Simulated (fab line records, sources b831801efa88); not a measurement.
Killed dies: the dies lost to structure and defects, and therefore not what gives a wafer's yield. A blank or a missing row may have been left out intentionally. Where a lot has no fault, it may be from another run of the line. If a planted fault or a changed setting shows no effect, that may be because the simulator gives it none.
Comparing a struck lot with a sound one | flow sky130 | 21 out of 708 route steps
Sound: the wafers L584.2, L584.5, L584.6. Wafers L596.4, L596.5, L596.6 were the ones struck. At the end, the cause is stated.
Order at every step that has rows: each side's tool, ch and its chambers, its first start. Under that, the readings that differ: sound wafers | struck wafers | difference of the means | sigmas: that difference in standard deviations of wafers without a fault.
alike: readings with means less than 2 such deviations apart, plus words and numbers identical on both sides. not compared: withheld readings, readings lacking a value on some wafer, bounds such as >300 that could conceal the same value, and numbers that have no deviation in the record and whose values overlap.
A row with sigmas, a row that says differs or no value, or rows on one side alone: a step with any of these is where the two part. When numbers do not overlap yet have no deviation, they are printed without sigmas and do not part them. Lack of a reading on every wafer of one side parts them only where that side has two or more wafers.

SKY_NWELL_OVL_MEAS_23:
  sound on overlay-02, day 5 23:42; struck on overlay-01, day 9 04:52
  alike: NWELL_01_OVL
following that, these wafers have no rows for 1 step: SKY_NWELL_IMPLANT_24.
SKY_NWELL_STRIP_25: strips in O2/N2.
  sound on plasma-asher-03 ch 0,1, day 5 23:53; struck on plasma-asher-04 ch 0,1, day 9 05:04
  alike: drypump-motor-current-A, oes-product-au, strip-time-to-endpoint-s
  not compared: rf-hours-counter-h
SKY_NWELL_TW_MEAS_26:
  sound on film-metro-02, day 5 23:59; struck on film-metro-04, day 9 05:10
  alike: NWELL_2_TW
then, 1 step without rows for these wafers: SKY_NWELL_CLEAN_27 (cleans in SC1/SC2, time 150 s).
SKY_NWELL_RTA_28: time 30 s.
  sound on rtp-anneal-01 ch 0, day 6 00:07; struck on rtp-anneal-01 ch 0, day 9 05:17
  reading        | sound             | struck            | difference | sigmas
  chamber-o2-ppm | 1.971 2.008 1.978 | 2.032 2.017 2.037 | +0.043     | +2
  alike: lamp-power-pct, wafer_temp_C_max
SKY_NWELL_RS_MEAS_29: measurement is done with a four-point probe.
  sound on film-metro-02, day 6 00:13; struck on film-metro-04, day 9 05:24
  alike: NWELL_RS
SKY_NWELL_RS_MEAS_31: measurement is done with a four-point probe.
  sound on film-metro-02, day 6 00:27; struck on film-metro-04, day 9 05:38
  alike: PWDE_RS
then, 3 steps without rows for these wafers: SKY_VT_ADJUST_HVTP_DEHYDRATE_00 (time 60 s); SKY_VT_ADJUST_HVTP_HMDS_01 (prime time 60 s); SKY_VT_ADJUST_HVTP_COAT_02 (resist thk 1140 nm).
SKY_VT_ADJUST_HVTP_SOFTBAKE_03: time 60 s.
  sound on litho-track-04 ch 0, day 6 10:01; struck on litho-track-04 ch 0, day 9 16:13
  reading                                             | sound             | struck               | difference | sigmas
  run-length-s (s)                                    | 89.07 89.11 89.01 | 122.30 122.53 122.30 | +33.31     | +99 or more
  model.NOVOLAK_of_VT_ADJUST_HVTP_COAT_02.thk-nm (nm) | 1142 1138 1141    | 1131 1132 1133       | -8         |
then, 2 steps without rows for these wafers: SKY_VT_ADJUST_HVTP_EXPOSE_04 (exposes mask HVTPM, target cd 380 nm); SKY_VT_ADJUST_HVTP_PEB_05.
SKY_VT_ADJUST_HVTP_DEVELOP_06: develop time 60 s.
  sound on litho-track-01 ch 0, day 6 19:40; struck on litho-track-02 ch 0, day 10 03:01
  reading                                             | sound          | struck         | difference | sigmas
  model.NOVOLAK_of_VT_ADJUST_HVTP_COAT_02.thk-nm (nm) | 1142 1137 1140 | 1131 1132 1132 | -8         |
SKY_VT_ADJUST_HVTP_CD_MEAS_07 targets a cd of 380 nm.
  sound on cd-sem-01, day 6 19:49; struck on cd-sem-02, day 10 03:08
  alike: cd-nm
SKY_VT_ADJUST_HVTP_OVL_MEAS_08:
  sound on overlay-02, day 6 19:55; struck on overlay-01, day 10 03:13
  alike: VT_ADJUST_HVTP_OVL
following that, these wafers have no rows for 1 step: SKY_VT_ADJUST_HVTP_IMPLANT_09.
SKY_VT_ADJUST_HVTP_STRIP_10: strips in O2/N2.
  sound on plasma-asher-04 ch 0,1, day 6 20:06; struck on plasma-asher-03 ch 0,1, day 10 03:25
  reading                      | sound             | struck            | difference | sigmas
  strip-time-to-endpoint-s (s) | 14.19 14.14 14.18 | 14.08 14.07 14.09 | -0.09      | -2
  alike: drypump-motor-current-A, oes-product-au
  not compared: rf-hours-counter-h
SKY_VT_ADJUST_HVTP_TW_MEAS_11:
  sound on film-metro-03, day 6 20:13; struck on film-metro-03, day 10 03:31
  alike: VT_ADJUST_HVTP_TW
-- a jump in the record: the struck wafers' starts before and after are 39 days apart (it breaks off in module VT_ADJUST_HVTP and resumes in module PAD_OPEN, where the first step shown is number 708 of the route) --
SKY_PAD_OPEN_PROBE_99:
  sound on prober-01, day 46 15:11; struck on prober-01, day 49 13:33
  alike: killed_at_M0_to_M3, killed_at_M4_up, killed-at-contacts, killed-at-front-end, killed-dies, killed-open, killed-short

## WHERE THEY PART
Last at SKY_VT_ADJUST_HVTP_STRIP_10 as far as this record goes, first at SKY_NWELL_RTA_28. Later steps at which nothing parts them and some readings are alike: SKY_VT_ADJUST_HVTP_TW_MEAS_11, SKY_PAD_OPEN_PROBE_99.

WHY: what had been put in by the simulator
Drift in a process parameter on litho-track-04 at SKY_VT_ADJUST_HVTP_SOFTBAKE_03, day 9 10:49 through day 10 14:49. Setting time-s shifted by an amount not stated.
